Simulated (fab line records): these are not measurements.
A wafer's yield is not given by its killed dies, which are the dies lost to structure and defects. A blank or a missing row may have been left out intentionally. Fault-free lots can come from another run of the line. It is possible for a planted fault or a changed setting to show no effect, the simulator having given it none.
Which tool did it?	flow sky130	11 lots, 33 wafers sampled, at 4 steps of a route of 708

WHAT EACH GAUGE READ, for each wafer
SKY_PAD_OPEN_BOW_MEAS_13. Usual: PAD_OPEN_BOW 48 um, standard deviation 8.5.
lot	measured	on	PAD_OPEN_BOW (um)	flag
L469	day 46 22:57	film metro-03	59 48 53	
L473	day 46 22:53	film metro-02	51 59 60	
L471	day 46 23:46	film metro-01	51 47 56	
L475	day 47 01:15	film metro-02	50 58 54	
L476	day 47 00:20	film metro-01	51 49 52	
L478	day 47 21:07	film metro-03	65 57 53	
L482	day 51 11:25	film metro-02	55 50 45	
L480	day 51 12:55	film metro-01	50 52 51	
L489	day 51 15:18	film metro-02	43 42 50	
L491	day 51 17:08	film metro-02	53 53 54	
L492	day 51 18:10	film metro-03	56 47 46	

WHICH TOOL RAN EACH LOT (tool, then ch and the chambers of the sampled wafers, then the start)
lot	SKY_METAL3_ETCH_16	SKY_VIA4_STRIP_13	SKY_PAD_OPEN_STRIP_08
L469	rie metal-02 ch 0,1, day 39 12:49	plasma asher-02 ch 0,1, day 43 18:30	plasma asher-03 ch 0,1, day 46 20:08
L473	rie metal-03 ch 1, day 39 14:12	plasma asher-02 ch 0,1, day 43 19:19	plasma asher-03 ch 0,1, day 46 20:32
L471	rie metal-04 ch 0,1, day 39 14:46	plasma asher-04 ch 0,1, day 43 20:57	plasma asher-03 ch 0,1, day 46 21:11
L475	rie metal-02 ch 0,1, day 39 15:10	plasma asher-03 ch 0,1, day 43 21:14	plasma asher-04 ch 1, day 46 22:14
L476	rie metal-04 ch 0,1, day 39 16:43	plasma asher-02 ch 0,1, day 43 21:42	plasma asher-03 ch 0,1, day 46 21:32
L478	rie metal-04 ch 0,1, day 40 20:07	plasma asher-04 ch 0,1, day 44 22:11	plasma asher-04 ch 1, day 47 18:50
L482	rie metal-04 ch 1, day 45 08:41	plasma asher-02 ch 0,1, day 48 22:57	plasma asher-04 ch 0,1, day 51 08:47
L480	rie metal-04 ch 1, day 45 10:08	plasma asher-02 ch 1, day 48 23:39	plasma asher-04 ch 0,1, day 51 10:18
L489	rie metal-02 ch 1, day 45 16:31	plasma asher-02 ch 0,1, day 49 06:36	plasma asher-03 ch 0,1, day 51 13:09
L491	rie metal-03 ch 1, day 45 17:56	plasma asher-03 ch 0,1, day 49 08:48	plasma asher-01 ch 0,1, day 51 14:59
L492	rie metal-03 ch 0,1, day 45 18:17	plasma asher-02 ch 0,1, day 49 09:02	plasma asher-03 ch 0,1, day 51 16:00
- SKY_METAL3_ETCH_16: etches BARC in N2/H2, stops on SiO2, time 88.2 s, target depth 60 nm.
- SKY_VIA4_STRIP_13: strips in O2/N2.
- SKY_PAD_OPEN_STRIP_08: strips in O2/N2.

WHAT THE TOOLS THEMSELVES READ (means of the sampled wafers that have a number; where no wafer has one, the mark that the record gives instead)
SKY_METAL3_ETCH_16. Usual: drypump motor current A 5.9 A, standard deviation 0.43; oes product au 0.626 a.u., standard deviation 0.0046; throttle valve pct 13.205 %, standard deviation 0.009.
lot	tool	drypump motor current A (A)	oes product au (a.u.)	throttle valve pct (%)	flag
L469	rie metal-02	5.9	0.623	13.205	
L473	rie metal-03	6.0	0.624	13.206	
L471	rie metal-04	5.7	0.626	13.205	
L475	rie metal-02	5.8	0.624	13.203	
L476	rie metal-04	5.7	0.626	13.211	
L478	rie metal-04	5.7	0.625	13.206	
L482	rie metal-04	6.2	0.628	13.196	
L480	rie metal-04	6.2	0.626	13.213	
L489	rie metal-02	6.2	0.630	13.196	
L491	rie metal-03	6.0	0.629	13.204	
L492	rie metal-03	5.9	0.624	13.201	

SKY_VIA4_STRIP_13. Usual: drypump motor current A 5.59 A, standard deviation 0.2; oes product au 0.710 a.u., standard deviation 0.0048; strip time to endpoint s 12.804 s, standard deviation 0.023.
lot	tool	drypump motor current A (A)	oes product au (a.u.)	strip time to endpoint s (s)	flag
L469	plasma asher-02	5.39	0.705	12.808	
L473	plasma asher-02	5.50	0.707	12.800	
L471	plasma asher-04	5.67	0.713	12.796	
L475	plasma asher-03	5.62	0.711	12.790	
L476	plasma asher-02	5.41	0.711	12.828	
L478	plasma asher-04	5.66	0.706	12.786	
L482	plasma asher-02	5.41	0.706	12.785	
L480	plasma asher-02	5.30	0.709	12.831	
L489	plasma asher-02	5.42	0.711	12.794	
L491	plasma asher-03	5.75	0.712	12.803	
L492	plasma asher-02	5.51	0.706	12.810	

SKY_PAD_OPEN_STRIP_08. Usual: drypump motor current A 5.5 A, standard deviation 0.45; oes product au 0.663 a.u., standard deviation 0.0043; strip time to endpoint s 37.10 s, standard deviation 0.088.
lot	tool	drypump motor current A (A)	oes product au (a.u.)	strip time to endpoint s (s)	flag
L469	plasma asher-03	5.8	0.666	37.06	
L473	plasma asher-03	5.7	0.665	37.07	
L471	plasma asher-03	5.6	0.662	36.94	
L475	plasma asher-04	5.6	0.662	37.08	
L476	plasma asher-03	5.8	0.667	37.06	
L478	plasma asher-04	5.6	0.661	37.05	
L482	plasma asher-04	5.6	0.663	37.04	
L480	plasma asher-04	5.7	0.664	37.03	
L489	plasma asher-03	5.7	0.665	37.00	
L491	plasma asher-01	5.1	0.662	37.08	
L492	plasma asher-03	5.8	0.666	37.23	

THE ANSWER, worked out from the rows above alone
Rule: take the mean of a lot's wafers that have a number; if it is more than 3 standard deviations from the usual mean, the lot is off. A lot without any number at a reading at which 4 lots or more have one is off too. Where the step has rows for the other lots, those lots are counted as sound. The gauges are gone through in route order, then the tools' own readings, and for those a lot's mean is taken as printed above. The first step at which some lot is off is used, and at that step the reading that is off furthest; a lot without a number counts as furthest.
No lot is off at any reading shown: from this, nothing can be told.

WHAT THE SIMULATOR HAD PUT IN
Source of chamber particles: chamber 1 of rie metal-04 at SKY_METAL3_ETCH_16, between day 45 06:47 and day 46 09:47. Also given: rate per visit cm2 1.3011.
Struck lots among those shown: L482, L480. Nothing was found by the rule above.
